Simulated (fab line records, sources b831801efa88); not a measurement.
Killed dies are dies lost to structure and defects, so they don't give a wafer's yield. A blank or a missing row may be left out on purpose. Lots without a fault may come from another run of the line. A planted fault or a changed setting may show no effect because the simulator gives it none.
Chamber matching | flow gf180mcu | GF_STI_ETCH_14 on rie_si-02: 4 sister chambers
The step etches Si in HBr/Cl2/O2, target depth 360 nm, time 102.9 s. 4 wafers are shown with their chamber, then 8 later ones without.

WAFERS WITH THEIR CHAMBER
wafer  | chamber | drypump_motor_current_A (A)
L152.2 | 0       | 5.56
L163.5 | 2       | 5.50
L163.6 | 3       | 5.57
L169.1 | 1       | 5.21

WAFERS WITHOUT THEIR CHAMBER
wafer  | drypump_motor_current_A (A)
L169.4 | 5.51
L169.6 | 5.51
L170.1 | 5.51
L170.4 | 5.23
L170.5 | 5.21
L172.3 | 5.57
L172.4 | 5.52
L172.5 | 5.55

WHICH CHAMBER EACH WENT THROUGH
wafer  | from the rows above     | in truth
L169.4 | 2                       | 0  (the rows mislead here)
L169.6 | 2                       | 2
L170.1 | 2                       | 2
L170.4 | 1                       | 1
L170.5 | 1                       | 1
L172.3 | can't be placed: 3 or 0 | 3
L172.4 | can't be placed: 2 or 0 | 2
L172.5 | can't be placed: 0 or 3 | 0
Placed correctly: 4 of 8. Can't be placed from these rows: 3 (the true chamber is among the candidates in 3). Placed wrongly: 1.
How it was worked out, from the rows above alone: a wafer's distance from a chamber is the root of the sum, over the readings, of the square of ((its reading less the chamber's mean) divided by the reading's scatter). The wafer belongs to the nearest chamber; if the next one is less than 2 further off, it can't be placed. A chamber's mean is the mean of its shown wafers. The scatter: with one shown wafer a chamber, the root of the mean of the squares of how far each hidden wafer lies from its nearest shown one.
